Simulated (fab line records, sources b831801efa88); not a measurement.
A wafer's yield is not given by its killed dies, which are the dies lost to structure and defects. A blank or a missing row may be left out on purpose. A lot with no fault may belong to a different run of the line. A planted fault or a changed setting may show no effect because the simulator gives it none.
A lot that was struck, set against a sound lot / flow sfq-line / 18 steps out of a route of 325
Sound: the wafers L186.1, L186.3, L186.6. Wafers L190.3, L190.4, L190.5 were the ones struck. At the end, the cause is stated.
Each step with rows lists, per side, the tool, then ch with its chambers, then its first start. Under that, the readings that differ: sound wafers / struck wafers / difference of the means / sigmas: that difference in standard deviations of wafers without a fault.
alike: readings whose means differ by less than 2 such deviations, and words and numbers that are the same on both sides. not compared: withheld readings, readings that some wafer has no value for, bounds like >300 that may hide the same value, and numbers for which the record gives no deviation and whose values overlap.
The two part at a step that has a row with sigmas, a row that says differs or no value, or rows on one side only. When numbers do not overlap yet have no deviation, they are printed without sigmas and do not part them. Lack of a reading on every wafer of one side parts them only where that side has two or more wafers.

SFQ_TRILAYER_M3_BARC_OPEN_METAL_ETCH_100: etches BARC in O2, target depth 125 nm, time 41.7 s.
  sound on rie-metal-04 ch 0, day 39 02:10; struck on rie-metal-02 ch 0,1, day 42 00:05
  alike: drypump-motor-current-A, oes-product-au
  not compared: rf-hours-counter-h
SFQ_TRILAYER_M3_ETCH_METAL_ETCH_078: etches Nb in Cl2/Ar, stops on SiO2, target depth 240 nm, time 120 s.
  sound on rie-metal-04 ch 0, day 39 02:17; struck on rie-metal-02 ch 0,1, day 42 00:10
  alike: drypump-motor-current-A, oes-product-au
  not compared: rf-hours-counter-h
SFQ_TRILAYER_M3_STRIP_STRIP_079: strips in O2.
  sound on rie-metal-04 ch 0, day 39 02:32; struck on rie-metal-02 ch 0,1, day 42 00:28
  alike: drypump-motor-current-A, oes-product-au
  not compared: rf-hours-counter-h
then, 2 steps without rows for these wafers: SFQ_TRILAYER_M3_STRIP_SOLV_CLEAN_080 (cleans in NMP, time 600 s); SFQ_TRILAYER_I3_DEP_PECVD_081 (deposits SiO2 from SiH4/N2O, time 108.9 s, target thk 500 nm).
SFQ_TRILAYER_I3_CMP_CMP_082: polishes SiO2.
  sound on cmp-01 ch 0,1,2, day 39 19:05; struck on cmp-01 ch 2,3, day 42 01:07
  alike: motor-current-A, time-to-endpoint-s
SFQ_I3_BOW_MEAS_922:
  sound on film-metro-04 at day 39 22:05; struck on film-metro-01 at day 42 04:09
  alike: I3_BOW
then, 5 steps without rows for these wafers: SFQ_TRILAYER_I3_METRO_MEASURE_083; SFQ_TRILAYER_I3_VIA_LITHO_COAT_090 (resist thk 62 nm); SFQ_TRILAYER_I3_VIA_LITHO_COAT_085 (resist thk 650 nm); SFQ_TRILAYER_I3_VIA_LITHO_SOFTBAKE_089; SFQ_TRILAYER_I3_VIA_LITHO_EXPOSE_086 (exposes mask I3, target cd 500 nm).
-- the record jumps here: 6 days lie between the struck wafers' starts before and after --
SFQ_TRILAYER_I3_VIA_LITHO_PEB_088: peb time 60 s.
  sound on litho-track-02 ch 0, day 45 03:55; struck on litho-track-04 ch 0, day 47 23:10
reading=heater-power-total-W (W); sound=79.09 79.19 79.23; struck=81.25 81.16 81.07; difference=+1.99; sigmas=+28
reading=plate-temp-C (C); sound=114.93 114.76 114.76; struck=117.20 117.22 117.27; difference=+2.41; sigmas=+17
then, 1 step without rows for these wafers: SFQ_TRILAYER_I3_VIA_LITHO_DEVELOP_087 (time 60 s).
SFQ_I3_OVL_MEAS_923:
  sound on overlay-02 at day 45 04:13; struck on overlay-01 at day 47 23:25
  alike: I3_OVL
SFQ_TRILAYER_I3_VIA_BARC_OPEN_VIA_ETCH_121: etches BARC in O2, target depth 125 nm, time 41.7 s.
  sound on rie-diel-04 ch 0,1, day 45 04:15; struck on rie-diel-04 ch 2,3, day 47 23:27
reading=model.I3.cd-nm (nm); sound=499.8 500.2 500.2; struck=535.3 537.8 536.6; difference=+36.5; sigmas=
  alike: drypump-motor-current-A, oes-product-au
  not compared: rf-hours-counter-h
SFQ_TRILAYER_I3_VIA_ETCH_VIA_ETCH_088: etches SiO2 in CHF3, stops on Nb, target depth 260 nm.
  sound on rie-diel-04 ch 0,1, day 45 04:17; struck on rie-diel-04 ch 2,3, day 47 23:29
reading=model.I3.cd-nm (nm); sound=499.5 501.2 500.1; struck=536 537.2 536.8; difference=+36; sigmas=
  alike: drypump-motor-current-A, oes-product-au
SFQ_TRILAYER_I3_VIA_STRIP_STRIP_089: strips in O2.
  sound on rie-metal-04 ch 0,1, day 45 04:24; struck on rie-metal-01 ch 0,1, day 47 23:48
reading=oes-product-au (a.u.); sound=1.010 1.010 1.007; struck=0.994 0.986 0.976; difference=-0.024; sigmas=-2
  alike: drypump-motor-current-A
  not compared: rf-hours-counter-h

== WHERE THEY PART ==
Last at SFQ_TRILAYER_I3_VIA_STRIP_STRIP_089 as far as this record goes, first at SFQ_TRILAYER_I3_VIA_LITHO_PEB_088.

WHY: whatever the simulator had introduced
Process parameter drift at SFQ_TRILAYER_I3_VIA_LITHO_PEB_088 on litho-track-04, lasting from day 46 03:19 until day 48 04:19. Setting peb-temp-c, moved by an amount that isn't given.
